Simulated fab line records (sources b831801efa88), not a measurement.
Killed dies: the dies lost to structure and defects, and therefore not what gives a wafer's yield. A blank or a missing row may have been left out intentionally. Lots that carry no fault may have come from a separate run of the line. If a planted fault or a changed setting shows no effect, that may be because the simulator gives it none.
Struck lot and sound lot, side by side :: flow sky130 :: 15 out of 708 route steps
Sound: wafers L439.3, L439.4, L439.5. Struck: wafer L448.2 (left out: L448.3, L448.4 of the same lot, which were not struck); the cause appears at the end.
Each step with rows lists, per side, the tool, then ch with its chambers, then its first start. Under that, the readings that differ: sound wafers :: struck wafers :: difference of the means :: sigmas: that difference in standard deviations of wafers without a fault.
alike: words and numbers the same on both sides, and readings whose means are apart by under 2 such deviations; not compared: readings that were withheld, readings missing a value for some wafer, numbers with overlapping values and no deviation given by the record, and bounds like >300 which may hide the same value.
A row with sigmas, a row that says differs or no value, or rows on one side alone: a step with any of these is where the two part. Numbers that have no deviation but don't overlap get no sigmas and don't part them. Lack of a reading on every wafer of one side parts them only where that side has two or more wafers.

SKY_VIA2_ETCH_14: etches BARC in N2/H2, stops on SiO2, time 47.49 s, target depth 60 nm.
  sound on rieDiel-04 ch 1,2,3, day 38 03:08; struck on rieDiel-03 ch 2, day 41 10:17
reading: drypumpMotorCurrentA (A)
sound: 5.6 6.5 5.8
struck: 5.0
difference: -1.0
sigmas: -2
  alike: oesProductAu, throttleValvePct
  not compared: rfHoursCounterH
then, 1 step without rows for these wafers: SKY_VIA2_ETCH_15 (etches SiO2 in C4F8/O2/Ar, stops on TiN, target depth 546 nm, time 84 s).
SKY_VIA2_STRIP_16: strips in O2/N2.
  sound on plasmaAsher-01 ch 0,1, day 38 03:17; struck on plasmaAsher-02 ch 1, day 41 10:23
reading: rfHoursCounterH (h)
sound: - - -
struck: 21
difference: no value on the sound wafers
sigmas: 
  alike: drypumpMotorCurrentA, oesProductAu, stripTimeToEndpointS
then, 3 steps without rows for these wafers: SKY_VIA2_STRIP_17 (strips in post etch residue remover, time 1200 s); SKY_VIA2_CLEAN_18 (cleans in IPA, time 180 s); SKY_VIA2_CLEAN_19 (cleans in O3/DIW).
SKY_VIA2_SPUTTER_20: material TiN, target thk 20 nm, time 80 s.
  sound on pvdSputter-03 at day 38 03:52; struck on pvdSputter-03 at day 41 10:58
reading: throttleValvePct (%)
sound: 28.4 32.7 28.2
struck: 33.0
difference: +3.2
sigmas: +2
  alike: cathodeDcPowerW, chamberPressurePa
then, 1 step without rows for these wafers: SKY_VIA2_CVD_21 (deposits W, target thk 420 nm, time 126.4 s).
SKY_VIA2_RS_MEAS_22: the measuring method here is four-point-probe.
  sound on filmMetro-01 at day 38 04:06; struck on filmMetro-03 at day 41 11:11
  alike: VIA2_W_RS
SKY_VIA2_THK_MEAS_23: measures by xrf.
  sound on filmMetro-01 at day 38 04:12; struck on filmMetro-03 at day 41 11:17
  alike: VIA2_W_THK
SKY_VIA2_CMP_24: polishes, stops on SiO2, t overpolish 20 s, target thk 0 nm.
  sound on cmp-02 ch 1,2, day 38 04:14; struck on cmp-01 ch 0, day 41 11:20
  alike: edgeZonePressureFrac, motorCurrentA, overpolishRunS, timeToEndpointS
SKY_METAL3_SPUTTER_00: material Ti, target thk 15 nm, time 10 s.
  sound on pvdSputter-01 at day 38 04:32; struck on pvdSputter-04 at day 41 11:38
  alike: cathodeDcPowerW, chamberPressurePa, throttleValvePct
SKY_METAL3_SPUTTER_01: material TiN, target thk 20 nm, time 16.7 s.
  sound on pvdSputter-01 at day 38 04:34; struck on pvdSputter-04 at day 41 11:40
reading: chamberPressurePa (Pa)
sound: 0.4001 0.4002 0.3986
struck: 0.3532
difference: -0.0464
sigmas: -58
  alike: cathodeDcPowerW, throttleValvePct
then, 1 step without rows for these wafers: SKY_METAL3_SPUTTER_02 (material AlCu, target thk 735 nm, time 39.1 s).
-- the record jumps here: 8 days lie between the struck wafers' starts before and after (it left off in module METAL3 and takes up again in module PAD_OPEN, whose first step shown is number 708 of the route) --
SKY_PAD_OPEN_PROBE_99:
  sound on prober-02 at day 47 03:40; struck on prober-01 at day 49 15:55
  alike: defectLimitedYield, killed_at_M0_to_M3, killed_at_M4_up, killedAtContacts, killedAtFrontEnd, killedAtOther, killedDies, killedOpen, killedShort, sort_bin_3_pad_short, sort_bin_5_function, sort_bin_6_memory, sortNPass, sortYieldPct

WHERE THEY PART
At SKY_VIA2_ETCH_14 first; at SKY_METAL3_SPUTTER_01 last (within this record only). Later steps at which nothing parts them and some readings are alike: SKY_PAD_OPEN_PROBE_99.

WHY: the cause the simulator had injected
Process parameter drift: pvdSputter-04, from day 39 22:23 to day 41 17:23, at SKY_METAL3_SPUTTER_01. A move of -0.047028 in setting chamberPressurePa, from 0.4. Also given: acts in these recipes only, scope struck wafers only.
